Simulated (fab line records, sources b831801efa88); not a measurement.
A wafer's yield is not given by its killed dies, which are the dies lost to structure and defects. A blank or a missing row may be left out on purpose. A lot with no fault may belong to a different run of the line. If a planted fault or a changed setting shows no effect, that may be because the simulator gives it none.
The same fault as seen by 2 desks || flow gf180mcu || numbers are kept per desk, each desk with only its own; the story behind them comes last

TOOL OWNER'S DESK, pvd sputter-03
The tool's own readings at GF_SALICIDE_SPUTTER_02 (material Co, target thk 10 nm, time 20 s): means of the sampled wafers that have a number, for each lot that ran on this tool. A lot is out of limits, marked OUT, if its mean lies more than 4 standard deviations from the usual mean; the brackets give that distance.
Columns: A = throttle valve pct at GF_SALICIDE_SPUTTER_02, usual 30.2 %
{"lot": "L552", "first seen here": "day 15 19:38", "A": 30.4}
{"lot": "L560", "first seen here": "day 18 16:15", "A": 30.5}
{"lot": "L574", "first seen here": "day 23 04:53", "A": 30.5}
This desk's verdict: no lot among the 3 shows anything out of limits.

FROM THE METROLOGY DESK
Means of the sampled wafers that have a number, per lot and without regard to the tool the lot ran on: this is what the gauges read. A lot is out of limits, marked OUT, if its mean lies more than 4 standard deviations from the usual mean; the brackets give that distance.
Columns: A = cd nm at GF_NSD_CD_MEAS_07, usual 400.3 nm; B = NSD_OVL at GF_NSD_OVL_MEAS_08, usual 0.3 nm; C = PSD_RS at GF_PSD_RS_MEAS_15, usual 108.59 ohm/sq; D = SALICIDE_TIN_RS at GF_SALICIDE_RS_MEAS_04, usual 16.21 ohm/sq
{"lot": "L551", "first seen here": "day 13 13:27", "A": 400.6, "B": 1.1, "C": 108.64, "D": 15.97}
{"lot": "L553", "first seen here": "day 13 21:56", "A": 397.2, "B": -1.6, "C": 108.85, "D": 16.03}
{"lot": "L552", "first seen here": "day 13 23:38", "A": 400.1, "B": 0.6, "C": 108.53, "D": 16.46}
{"lot": "L560", "first seen here": "day 16 17:41", "A": 400.6, "B": -0.5, "C": 108.93, "D": "21.23 (+18) OUT"}
{"lot": "L562", "first seen here": "day 17 08:45", "A": 398.3, "B": -0.8, "C": 108.79, "D": 15.88}
{"lot": "L564", "first seen here": "day 17 22:06", "A": 397.7, "B": -0.3, "C": 108.68, "D": 15.98}
{"lot": "L565", "first seen here": "day 18 01:01", "A": 399.0, "B": 1.7, "C": 108.41, "D": 16.34}
{"lot": "L566", "first seen here": "day 18 14:35", "A": 398.6, "B": -0.3, "C": 108.53, "D": 16.37}
{"lot": "L568", "first seen here": "day 19 09:47", "A": 400.5, "B": 1.4, "C": 108.67, "D": 16.13}
{"lot": "L570", "first seen here": "day 19 18:13", "A": 399.6, "B": 1.0, "C": 108.45, "D": 15.81}
{"lot": "L572", "first seen here": "day 20 10:34", "A": 402.3, "B": 0.3, "C": 108.69, "D": 16.42}
{"lot": "L573", "first seen here": "day 20 20:31", "A": 401.6, "B": -0.2, "C": 109.00, "D": 16.35}
{"lot": "L574", "first seen here": "day 21 04:43", "A": 400.7, "B": 0.3, "C": 108.55, "D": 16.51}
Per this desk, out of limits: L560; the first was L560, day 18 16:20 (SALICIDE_TIN_RS at GF_SALICIDE_RS_MEAS_04). L551, L553, L552, L562, L564, L565, L566, L568, L570, L572, L573, L574: within limits.

ALL TOGETHER
L560 would have let the metrology desk raise an alarm at day 18 16:20.
Nothing out of limits was seen by the tool owner's desk.
Tool owner's desk: L560 on record, inside its limits.
On pvd sputter-03, each named lot ran GF_SALICIDE_SPUTTER_02.

WHAT THE SIMULATOR PUT IN
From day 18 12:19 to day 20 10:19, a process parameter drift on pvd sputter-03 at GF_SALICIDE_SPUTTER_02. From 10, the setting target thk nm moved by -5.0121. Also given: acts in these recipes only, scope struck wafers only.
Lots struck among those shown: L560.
Hours from the fault's start to each desk's first reading out of limits: the metrology desk, 4.
